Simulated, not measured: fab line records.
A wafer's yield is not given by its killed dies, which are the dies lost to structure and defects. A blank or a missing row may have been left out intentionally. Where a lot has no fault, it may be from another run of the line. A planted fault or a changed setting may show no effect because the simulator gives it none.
fab line records	flow gf180mcu	part 1 of 2: steps 1 to 30 of 39
record: lots: 5	wafers: 15	lastDay: 34
route steps=602 shown M3@417 V3@429
lots that met no fault: taken from a fault-free run of the same line
startH: hours from the record's opening day to when the first of the lot's shown wafers began	waitH: time in hours since the lot's previous step	" identical to the entry in the row above	L1.1+2: a row that stands for several wafers	- no value, or no start given	* or withheld: withheld	< > ~ a bound
route shown NAME@n: names a module that has steps shown in the file, with the first one's number in the route	usual: average and standard deviation across the fault-free wafers	same: alike in all rows	chamber/n: place in a boat	sites: each site's reading	_std_site: standard deviation across them	_edge_site: mean of outer sites minus mean of inner sites	radiusMm: for every site, how far away it sits from the centre of the wafer	mask NAME#n: copy n	behind: tool/chamber where the wafer was last shaped	hold: why the lot was held/for how many hours/how that ended	device: the transistor (n, p or np) that didn't switch	end of line: at the end of the route, the tests of the same wafers	step lacking rows: just its recipe	killed: count of dies lost to structure and defects at first sort (not the wafer's yield)	map: a wafer's dies, x killed, . not, _ none there
set.NAME: the setting the step ran with; set.NAME@STEP: the setting that earlier step ran with	model.NAME: the simulator's own value behind a step, which no gauge read
a table for each step, a row for each wafer; lots at some steps of the route
services: the hour from which a tool's chamber was out of use, counted from the record's first day as startH (under 0 if before that day), plus the number of hours and why
== steps ==
step: GF_M3_HMDS_08
recipe: primeTimeS: 60	primeTempC: 120
same: primeTimeS: 60
lot.wafer	tool	chamber	startH	waitH
L083.1+2+6	lithoTrack-03	0	560.69	0.1
L084.1+2+5	lithoTrack-01	0	565.80	0.1
L085.2+3+4	lithoTrack-01	0	570.02	0.1
L089.1+2+6	lithoTrack-04	0	604.30	0.1
L096.2+4+5	lithoTrack-04	0	648.37	0.1
step: GF_M3_COAT_09
recipe: resist: KrF	spinRpm: withheld	resistThkNm: 1000
lot.wafer	tool	chamber	startH	waitH
L083.1+2+6	lithoTrack-03	0	560.84	0.1
L084.1+2+5	lithoTrack-01	0	565.95	0.1
L085.2+3+4	lithoTrack-01	0	570.17	0.1
L089.1+2+6	lithoTrack-04	0	604.45	0.1
L096.2+4+5	lithoTrack-04	0	648.52	0.1
step: GF_M3_SOFTBAKE_10
recipe: tempC: 130	timeS: 60	resist: KrF
same: timeS: 60
lot.wafer	tool	chamber	startH	waitH
L083.1+2+6	lithoTrack-03	0	560.99	0.1
L084.1+2+5	lithoTrack-01	0	566.10	0.1
L085.2+3+4	lithoTrack-01	0	570.32	0.1
L089.1+2+6	lithoTrack-04	0	604.60	0.1
L096.2+4+5	lithoTrack-04	0	648.67	0.1
step: GF_M3_EXPOSE_11
recipe: maskId: Metal3	targetCdNm: 280	na: 0.68	sourceShape: conventional	sigmaOuter: 0.6	doseMj: 28
usual: focusOffsetNm: 0.1/0.59
lot.wafer	tool	chamber	startH	waitH	mask	focusOffsetNm
L083.1	krfScanner-01	0	-	-	Metal3#0	0.1
L083.2	"	0	"	"	Metal3#0	-0.5
L083.6	"	0	"	"	Metal3#0	0.5
L084.1	krfScanner-01	0	-	-	Metal3#0	0.7
L084.2	"	0	"	"	Metal3#0	-0.9
L084.5	"	0	"	"	Metal3#0	0.3
L085.2	krfScanner-02	0	-	-	Metal3#0	0.9
L085.3	"	0	"	"	Metal3#0	0.9
L085.4	"	0	"	"	Metal3#0	1.0
L089.1	krfScanner-01	0	-	-	Metal3#0	0.6
L089.2	"	0	"	"	Metal3#0	0.1
L089.6	"	0	"	"	Metal3#0	0.6
L096.2	krfScanner-01	0	-	-	Metal3#0	0.8
L096.4	"	0	"	"	Metal3#0	1.6
L096.5	"	0	"	"	Metal3#0	0.4
step: GF_M3_PEB_12
recipe: pebTempC: 135	pebTimeS: 90	resist: KrF
lot.wafer	tool	chamber	startH	waitH
L083.1+2+6	lithoTrack-03	0	-	-
L084.1+2+5	lithoTrack-01	0	-	-
L085.2+3+4	lithoTrack-03	0	-	-
L089.1+2+6	lithoTrack-04	0	-	-
L096.2+4+5	lithoTrack-04	0	-	-
step: GF_M3_DEVELOP_13
recipe: developTimeS: 60	devTempC: 21
lot.wafer	tool	chamber	startH	waitH
L083.1+2+6	lithoTrack-03	0	571.84	0.2
L084.1+2+5	lithoTrack-01	0	577.15	0.2
L085.2+3+4	lithoTrack-03	0	581.31	0.2
L089.1+2+6	lithoTrack-04	0	614.70	0.2
L096.2+4+5	lithoTrack-04	0	658.42	0.2
step: GF_M3_CD_MEAS_14
recipe: targetCdNm: 280
usual: cdNm: 279.7/1.4
lot.wafer	tool	chamber	startH	waitH	cdNm
L083.1	cdSem-01	-	571.99	0.1	278.6
L083.2	"	-	"	"	279.0
L083.6	"	-	"	"	279.0
L084.1	cdSem-02	-	577.30	0.1	280.7
L084.2	"	-	"	"	280.6
L084.5	"	-	"	"	280.8
L085.2	cdSem-01	-	581.46	0.1	280.8
L085.3	"	-	"	"	280.0
L085.4	"	-	"	"	280.4
L089.1	cdSem-01	-	614.85	0.1	279.2
L089.2	"	-	"	"	279.3
L089.6	"	-	"	"	279.0
L096.2	cdSem-02	-	658.57	0.1	278.5
L096.4	"	-	"	"	279.9
L096.5	"	-	"	"	278.1
step: GF_M3_OVL_MEAS_15
usual: M3_OVL: -3/5.2
lot.wafer	tool	chamber	startH	waitH	M3_OVL[nm]
L083.1	overlay-01	-	572.11	0.1	-5
L083.2	"	-	"	"	-8
L083.6	"	-	"	"	-4
L084.1	overlay-02	-	577.42	0.1	3
L084.2	"	-	"	"	6
L084.5	"	-	"	"	4
L085.2	overlay-02	-	581.56	0.1	-4
L085.3	"	-	"	"	-3
L085.4	"	-	"	"	1
L089.1	overlay-01	-	614.97	0.1	-6
L089.2	"	-	"	"	1
L089.6	"	-	"	"	-10
L096.2	overlay-02	-	658.67	0.1	-2
L096.4	"	-	"	"	2
L096.5	"	-	"	"	8
step: GF_M3_METAL_ETCH_16
recipe: chemistry: Cl2/BCl3	maskMaterial: KrF	targetDepthNm: 627.5	stopOn: SiO2	pressureMtorr: 8	icpW: 800	biasW: 140	Cl2_flow_sccm: 80	bcl3FlowSccm: 40	timeS: 104.6
usual: drypumpMotorCurrentA: 5.6/0.6	mfcCl2Sccm: 80.01/0.27	oesProductAu: 0.971/0.0072	throttleValvePct: 28.252/0.012
same: timeS: 104.6
lot.wafer	tool	chamber	startH	waitH	drypumpMotorCurrentA	mfcCl2Sccm	oesProductAu	rfHoursCounterH	throttleValvePct
L083.1	rieMetal-01	1	572.14	0.0	5.0	80.23	0.962	11	28.254
L083.2	"	0	"	"	5.6	80.09	0.960	10	28.266
L083.6	"	0	"	"	5.6	79.65	0.972	-	28.237
L084.1	rieMetal-03	0	577.46	0.0	6.4	79.54	0.991	10	28.225
L084.2	"	1	"	"	4.9	80.15	0.975	10	28.239
L084.5	"	1	"	"	4.9	80.27	0.969	-	28.274
L085.2	rieMetal-03	1	581.59	0.0	4.9	80.24	0.968	10	28.287
L085.3	"	0	"	"	6.4	80.07	0.954	-	28.263
L085.4	"	1	"	"	4.8	79.75	0.967	-	28.256
L089.1	rieMetal-03	1	615.00	0.0	4.8	80.51	0.966	11	28.260
L089.2	"	0	"	"	6.4	79.76	0.974	11	28.261
L089.6	"	0	"	"	6.4	80.20	0.964	-	28.247
L096.2	rieMetal-03	0	658.74	0.1	6.4	80.20	0.971	-	28.248
L096.4	"	0	"	"	6.4	80.17	0.979	-	28.252
L096.5	"	0	"	"	6.4	80.09	0.978	-	28.246
step: GF_M3_STRIP_17
recipe: chemistry: O2/N2	powerW: 1400	pressureMtorr: 1500	platenTempC: 250	o2FlowSccm: 3000	n2FlowSccm: 300	overashFraction: 0.5
usual: drypumpMotorCurrentA: 5.8/0.44	heaterPowerW: 378/29	n2FlowSccm: 299.9/0.79	oesProductAu: 0.558/0.0052	stripTimeToEndpointS: 7.88/0.047
lot.wafer	tool	chamber	startH	waitH	drypumpMotorCurrentA	heaterPowerW	n2FlowSccm	oesProductAu	rfHoursCounterH	stripTimeToEndpointS
L083.1	plasmaAsher-02	1	572.26	0.1	5.6	335	300.8	0.563	47	7.87
L083.2	"	0	"	"	6.8	347	298.9	0.558	47	7.92
L083.6	"	1	"	"	5.6	333	299.7	0.561	-	7.91
L084.1	plasmaAsher-04	1	577.57	0.1	5.5	409	300.2	0.558	78	7.87
L084.2	"	0	"	"	5.7	397	300.6	0.556	78	7.92
L084.5	"	1	"	"	5.6	415	300.0	0.558	-	7.92
L085.2	plasmaAsher-04	0	581.71	0.1	5.7	397	299.3	0.556	79	7.93
L085.3	"	1	"	"	5.6	421	299.8	0.565	-	7.87
L085.4	"	0	"	"	5.6	393	298.5	0.555	-	7.97
L089.1	plasmaAsher-03	1	615.11	0.1	5.4	356	299.0	0.563	19	7.96
L089.2	"	0	"	"	6.2	394	299.9	0.557	19	7.90
L089.6	"	1	"	"	5.4	356	298.7	0.563	-	7.91
L096.2	plasmaAsher-03	0	658.93	0.1	6.2	392	299.5	0.558	24	7.84
L096.4	"	0	"	"	6.2	396	299.7	0.558	-	7.83
L096.5	"	1	"	"	5.4	347	298.7	0.555	-	7.82
step: GF_M3_STRIP_18
recipe: chemistry: postEtchResidueRemover	timeS: 1200	tempC: 72.5
usual: bathHeatDutyPct: 15.6/1.8
same: timeS: 1200
lot.wafer	tool	chamber	startH	waitH	bathHeatDutyPct
L083.1	wetBench-04	3	572.36	0.1	17.6
L083.2	"	3	"	"	17.3
L083.6	"	3	"	"	17.2
L084.1	wetBench-02	2	577.67	0.1	14.5
L084.2	"	2	"	"	13.3
L084.5	"	2	"	"	14.4
L085.2	wetBench-01	1	581.81	0.1	14.4
L085.3	"	1	"	"	15.5
L085.4	"	1	"	"	14.3
L089.1	wetBench-01	3	615.21	0.1	15.7
L089.2	"	3	"	"	17.1
L089.6	"	3	"	"	17.0
L096.2	wetBench-01	2	659.03	0.1	13.4
L096.4	"	2	"	"	13.5
L096.5	"	2	"	"	14.4
step: GF_M3_CLEAN_19
recipe: chemistry: DIW	dry: n2Spin
lot.wafer	tool	chamber	startH	waitH
L083.1+2+6	wetBench-01	3	572.70	0.0
L084.1+2+5	wetBench-04	1	578.41	0.0
L085.2+3+4	wetBench-04	3	582.18	0.0
L089.1+2+6	wetBench-02	1	615.56	0.0
L096.2+4+5	wetBench-04	3	659.40	0.0
step: GF_V3_CVD_00
recipe: material: SiO2	targetThkNm: 600	sigmaOpenFrac: 0.3	tempC: 400	timeS: 100	sih4FlowSccm: 60	pressureMtorr: 6
same: timeS: 100
lot.wafer	tool	chamber	startH	waitH
L083.1+2+6	hdpcvd-01	1,0,0	572.79	0.0
L084.1+2+5	hdpcvd-02	0,2,1	578.50	0.0
L085.2+3+4	hdpcvd-01	0,1,0	582.27	0.0
L089.1+2+6	hdpcvd-01	0,2,1	615.66	0.0
L096.2+4+5	hdpcvd-02	2,1,0	659.49	0.0
step: GF_V3_THK_MEAS_01
recipe: reads: SiO2_of_V3_CVD_00
usual: V3_CVD_00_THK: 599/7.6
lot.wafer	tool	chamber	startH	waitH	V3_CVD_00_THK[nm]
L083.1	filmMetro-03	-	572.86	0.0	592
L083.2	"	-	"	"	604
L083.6	"	-	"	"	601
L084.1	filmMetro-03	-	578.58	0.0	597
L084.2	"	-	"	"	608
L084.5	"	-	"	"	602
L085.2	filmMetro-02	-	582.35	0.0	611
L085.3	"	-	"	"	595
L085.4	"	-	"	"	607
L089.1	filmMetro-02	-	615.73	0.0	601
L089.2	"	-	"	"	608
L089.6	"	-	"	"	588
L096.2	filmMetro-03	-	659.57	0.0	605
L096.4	"	-	"	"	609
L096.5	"	-	"	"	606
step: GF_V3_CVD_02
recipe: material: SiO2	targetThkNm: 850	precursor: TEOS	tempC: 400	timeS: 94.851	rfW: 600
usual: heaterPowerW: 646/100
same: timeS: 94.851
lot.wafer	tool	chamber	startH	waitH	heaterPowerW
L083.1	pecvd-02	1	572.92	0.1	760
L083.2	"	0	"	"	629
L083.6	"	0	"	"	679
L084.1	pecvd-02	2	578.64	0.1	648
L084.2	"	0	"	"	720
L084.5	"	1	"	"	585
L085.2	pecvd-04	0	582.40	0.0	446
L085.3	"	2	"	"	682
L085.4	"	0	"	"	486
L089.1	pecvd-01	1	615.79	0.1	664
L089.2	"	2	"	"	746
L089.6	"	1	"	"	530
L096.2	pecvd-04	2	659.62	0.0	693
L096.4	"	2	"	"	759
L096.5	"	1	"	"	676
step: GF_V3_THK_MEAS_03
recipe: reads: SiO2_of_V3_CVD_02
usual: V3_CVD_02_THK: 849/12
lot.wafer	tool	chamber	startH	waitH	V3_CVD_02_THK[nm]
L083.1	filmMetro-04	-	572.99	0.0	839
L083.2	"	-	"	"	841
L083.6	"	-	"	"	855
L084.1	filmMetro-02	-	578.71	0.0	856
L084.2	"	-	"	"	848
L084.5	"	-	"	"	861
L085.2	filmMetro-04	-	582.48	0.0	863
L085.3	"	-	"	"	825
L085.4	"	-	"	"	877
L089.1	filmMetro-04	-	615.86	0.0	845
L089.2	"	-	"	"	839
L089.6	"	-	"	"	852
L096.2	filmMetro-02	-	659.70	0.0	826
L096.4	"	-	"	"	845
L096.5	"	-	"	"	857
step: GF_V3_CMP_04
recipe: material: SiO2	downForcePsi: 4	platenRpm: 60	padVelocityMS: 0.94248
usual: motorCurrentA: 12.0/0.84	timeToEndpointS: 83/6.4
lot.wafer	tool	chamber	startH	waitH	motorCurrentA	timeToEndpointS
L083.2	cmp-01	0	573.15	0.1	11.1	76
L083.1	"	1	"	"	12.4	80
L083.6	"	3	"	"	10.7	74
L084.2	cmp-02	3	578.77	0.0	12.8	78
L084.1	"	2	"	"	10.8	86
L084.5	"	0	"	"	12.6	88
L085.2	cmp-02	3	582.53	0.0	12.5	89
L085.3	"	1	"	"	12.2	71
L085.4	"	2	"	"	11.4	98
L089.2	cmp-02	3	615.97	0.1	12.5	78
L089.1	"	1	"	"	12.9	82
L089.6	"	3	"	"	12.8	80
L096.4	cmp-02	0	659.80	0.1	11.7	85
L096.2	"	1	"	"	12.2	80
L096.5	"	0	"	"	12.4	93
step: GF_V3_BOW_MEAS_05
recipe: mode: bow
usual: V3_BOW: 114/8.4
lot.wafer	tool	chamber	startH	waitH	V3_BOW[um]
L083.1	filmMetro-02	-	573.35	0.1	128
L083.2	"	-	"	"	131
L083.6	"	-	"	"	128
L084.1	filmMetro-04	-	579.07	0.1	115
L084.2	"	-	"	"	112
L084.5	"	-	"	"	111
L085.2	filmMetro-04	-	582.85	0.3	111
L085.3	"	-	"	"	111
L085.4	"	-	"	"	102
L089.1	filmMetro-02	-	616.22	0.1	122
L089.2	"	-	"	"	122
L089.6	"	-	"	"	119
L096.2	filmMetro-02	-	660.07	0.2	119
L096.4	"	-	"	"	104
L096.5	"	-	"	"	129
step: GF_V3_DEHYDRATE_06
recipe: tempC: 200	timeS: 60
same: timeS: 60
lot.wafer	tool	chamber	startH	waitH
L083.1+2+6	lithoTrack-01	0	583.90	10.5
L084.1+2+5	lithoTrack-02	0	588.88	9.8
L085.2+3+4	lithoTrack-01	0	592.97	10.1
L089.1+2+6	lithoTrack-01	0	625.95	9.7
L096.2+4+5	lithoTrack-01	0	669.07	9.0
step: GF_V3_HMDS_07
recipe: primeTimeS: 60	primeTempC: 120
same: primeTimeS: 60
lot.wafer	tool	chamber	startH	waitH
L083.1+2+6	lithoTrack-01	0	584.05	0.1
L084.1+2+5	lithoTrack-02	0	589.03	0.1
L085.2+3+4	lithoTrack-01	0	593.12	0.1
L089.1+2+6	lithoTrack-01	0	626.10	0.1
L096.2+4+5	lithoTrack-01	0	669.22	0.1
step: GF_V3_COAT_08
recipe: resist: BARC	tempC: withheld	timeS: withheld	spinRpm: withheld	resistThkNm: withheld
lot.wafer	tool	chamber	startH	waitH
L083.1+2+6	lithoTrack-01	0	584.20	0.1
L084.1+2+5	lithoTrack-02	0	589.18	0.1
L085.2+3+4	lithoTrack-01	0	593.27	0.1
L089.1+2+6	lithoTrack-01	0	626.25	0.1
L096.2+4+5	lithoTrack-01	0	669.37	0.1
step: GF_V3_COAT_09
recipe: resist: KrF	spinRpm: withheld	resistThkNm: 1000
lot.wafer	tool	chamber	startH	waitH
L083.1+2+6	lithoTrack-01	0	-	-
L084.1+2+5	lithoTrack-02	0	-	-
L085.2+3+4	lithoTrack-01	0	-	-
L089.1+2+6	lithoTrack-01	0	-	-
L096.2+4+5	lithoTrack-01	0	-	-
step: GF_V3_SOFTBAKE_10
recipe: tempC: 130	timeS: 60	resist: KrF
same: timeS: 60
lot.wafer	tool	chamber	startH	waitH
L083.1+2+6	lithoTrack-01	0	-	-
L084.1+2+5	lithoTrack-02	0	-	-
L085.2+3+4	lithoTrack-01	0	-	-
L089.1+2+6	lithoTrack-01	0	-	-
L096.2+4+5	lithoTrack-01	0	-	-
step: GF_V3_EXPOSE_11
recipe: maskId: Via3	targetCdNm: 260	na: 0.68	sourceShape: conventional	sigmaOuter: 0.6	doseMj: 38
usual: focusOffsetNm: -0.1/0.51
lot.wafer	tool	chamber	startH	waitH	mask	focusOffsetNm
L083.1	krfScanner-02	0	-	-	Via3#0	0.1
L083.2	"	0	"	"	Via3#0	0.2
L083.6	"	0	"	"	Via3#0	-0.5
L084.1	krfScanner-01	0	-	-	Via3#0	-0.4
L084.2	"	0	"	"	Via3#0	-0.1
L084.5	"	0	"	"	Via3#0	0.2
L085.2	krfScanner-02	0	-	-	Via3#0	0.2
L085.3	"	0	"	"	Via3#0	-0.1
L085.4	"	0	"	"	Via3#0	1.0
L089.1	krfScanner-02	0	-	-	Via3#0	-0.4
L089.2	"	0	"	"	Via3#0	0.3
L089.6	"	0	"	"	Via3#0	-0.5
L096.2	krfScanner-02	0	-	-	Via3#0	-0.2
L096.4	"	0	"	"	Via3#0	-0.1
L096.5	"	0	"	"	Via3#0	-0.5
step: GF_V3_PEB_12
recipe: pebTempC: 135	pebTimeS: 90	resist: KrF
lot.wafer	tool	chamber	startH	waitH
L083.1+2+6	lithoTrack-01	0	-	-
L084.1+2+5	lithoTrack-04	0	-	-
L085.2+3+4	lithoTrack-04	0	-	-
L089.1+2+6	lithoTrack-01	0	-	-
L096.2+4+5	lithoTrack-02	0	-	-
step: GF_V3_DEVELOP_13
recipe: developTimeS: 60	resist: KrF	devTempC: 21
lot.wafer	tool	chamber	startH	waitH
L083.1+2+6	lithoTrack-01	0	595.15	0.2
L084.1+2+5	lithoTrack-04	0	600.40	0.2
L085.2+3+4	lithoTrack-04	0	604.02	0.2
L089.1+2+6	lithoTrack-01	0	635.95	0.2
L096.2+4+5	lithoTrack-02	0	679.25	0.2
step: GF_V3_CD_MEAS_14
recipe: targetCdNm: 260
usual: cdNm: 259.8/1.2
lot.wafer	tool	chamber	startH	waitH	cdNm
L083.1	cdSem-02	-	595.30	0.1	258.6
L083.2	"	-	"	"	259.2
L083.6	"	-	"	"	258.7
L084.1	cdSem-01	-	600.55	0.1	261.0
L084.2	"	-	"	"	260.5
L084.5	"	-	"	"	260.2
L085.2	cdSem-02	-	604.17	0.1	260.3
L085.3	"	-	"	"	259.7
L085.4	"	-	"	"	258.4
L089.1	cdSem-02	-	636.10	0.1	259.9
L089.2	"	-	"	"	258.1
L089.6	"	-	"	"	259.6
L096.2	cdSem-01	-	679.40	0.1	257.5
L096.4	"	-	"	"	258.2
L096.5	"	-	"	"	258.6
step: GF_V3_OVL_MEAS_15
usual: V3_OVL: 4/5.1
lot.wafer	tool	chamber	startH	waitH	V3_OVL[nm]
L083.1	overlay-01	-	595.42	0.1	1
L083.2	"	-	"	"	8
L083.6	"	-	"	"	6
L084.1	overlay-02	-	600.67	0.1	3
L084.2	"	-	"	"	1
L084.5	"	-	"	"	0
L085.2	overlay-02	-	604.27	0.1	12
L085.3	"	-	"	"	10
L085.4	"	-	"	"	6
L089.1	overlay-01	-	636.22	0.1	3
L089.2	"	-	"	"	2
L089.6	"	-	"	"	3
L096.2	overlay-01	-	679.50	0.1	-2
L096.4	"	-	"	"	-5
L096.5	"	-	"	"	-1
step: GF_V3_ETCH_16
recipe: chemistry: N2/H2	targetDepthA: withheld	overetchA: withheld	timeS: withheld	target: BARC	ionEnergyEv: 200	sourceW: 500	biasW: 100	pressureMtorr: 30	n2FlowSccm: 100	h2FlowSccm: 200
usual: drypumpMotorCurrentA: 5.4/0.36	h2FlowSccm: 200.0/0.62	n2FlowSccm: 100.0/0.33	oesProductAu: 0.854/0.0046	throttleValvePct: 13.224/0.0087
lot.wafer	tool	chamber	startH	waitH	drypumpMotorCurrentA	h2FlowSccm	n2FlowSccm	oesProductAu	throttleValvePct
L083.1	rieDiel-04	0	595.46	0.0	6.1	200.1	100.0	0.862	13.219
L083.2	"	3	"	"	5.2	199.6	100.0	0.844	13.226
L083.6	"	2	"	"	5.0	200.1	99.7	0.857	13.234
L084.1	rieDiel-04	1	600.70	0.0	5.4	200.3	100.5	0.850	13.221
L084.2	"	2	"	"	5.0	201.8	99.4	0.852	13.208
L084.5	"	0	"	"	6.1	199.8	99.7	0.860	13.224
L085.2	rieDiel-03	0	604.30	0.0	5.5	200.3	99.9	0.860	13.220
L085.3	"	1	"	"	5.0	201.4	99.4	0.855	13.232
L085.4	"	2	"	"	5.9	199.4	100.0	0.847	13.228
L089.1	rieDiel-03	1	636.25	0.0	5.1	200.5	100.1	0.854	13.217
L089.2	"	2	"	"	5.9	200.6	99.8	0.863	13.204
L089.6	"	3	"	"	5.8	199.7	100.0	0.859	13.227
L096.2	rieDiel-03	3	679.53	0.0	5.8	200.3	100.0	0.848	13.211
L096.4	"	3	"	"	5.8	200.6	99.8	0.852	13.219
L096.5	"	0	"	"	5.5	200.7	99.8	0.857	13.235
step: GF_V3_ETCH_17
recipe: chemistry: C4F8/O2/Ar	maskMaterial: KrF	target: SiO2	stopOn: TiN	sourceW: 1500	biasW: 1200	pressureMtorr: 40	c4f8FlowSccm: withheld	O2_flow_sccm: 6	Ar_flow_sccm: 300	timeS: withheld	targetDepthA: 6350
usual: oesProductAu: 0.856/0.0049
lot.wafer	tool	chamber	startH	waitH	oesProductAu
L083.1	rieDiel-04	0	-	-	0.862
L083.2	"	3	"	"	0.853
L083.6	"	2	"	"	0.850
L084.1	rieDiel-04	1	-	-	0.863
L084.2	"	2	"	"	0.858
L084.5	"	0	"	"	0.853
L085.2	rieDiel-03	0	-	-	0.853
L085.3	"	1	"	"	0.860
L085.4	"	2	"	"	0.855
L089.1	rieDiel-03	1	-	-	0.854
L089.2	"	2	"	"	0.859
L089.6	"	3	"	"	0.866
L096.2	rieDiel-03	3	-	-	0.854
L096.4	"	3	"	"	0.856
L096.5	"	0	"	"	0.852
